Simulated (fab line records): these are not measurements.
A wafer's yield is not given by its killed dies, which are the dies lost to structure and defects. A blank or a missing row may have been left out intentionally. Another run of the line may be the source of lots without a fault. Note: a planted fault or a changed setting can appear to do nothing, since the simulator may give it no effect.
Chamber matching ; flow gf180mcu ; 4 sister chambers for GF_V2_CMP_04 on cmp-01
The step polishes SiO2. 4 wafers are shown with their chamber, then 10 later ones without.

== EACH WAFER AND ITS CHAMBER ==
wafer;chamber;motor current A (A)
L705.6;1;12.1
L709.2;0;11.9
L709.5;3;10.4
L711.5;2;14.9

== WAFERS WITHOUT THEIR CHAMBER ==
wafer;motor current A (A)
L711.6;10.1
L713.1;10.1
L713.3;12.1
L713.6;11.5
L724.2;12.1
L724.4;15.1
L724.6;12.5
L725.2;10.1
L725.3;14.8
L725.5;14.4

== EACH ONE'S CHAMBER ==
wafer;from the rows above;in truth
L711.6;3;3
L713.1;3;3
L713.3;can't be placed: 1 or 0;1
L713.6;can't be placed: 0 or 1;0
L724.2;can't be placed: 1 or 0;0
L724.4;2;2
L724.6;can't be placed: 1 or 0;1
L725.2;3;3
L725.3;2;2
L725.5;2;2
Correct placement for 6 of the 10. These rows do not allow placing 4 (true chamber among the candidates in 4). 0 placed wrongly.
How it was worked out, from the rows above alone: a wafer's distance from a chamber is the root of the sum, over the readings, of the square of ((its reading less the chamber's mean) divided by the reading's scatter). If the next closest chamber is less than 2 further off than the closest, the wafer can't be placed; otherwise it belongs to the closest. A chamber's mean is the mean of its shown wafers. The scatter: root of mean squared gap, hidden wafer to nearest shown wafer, with one shown wafer a chamber.
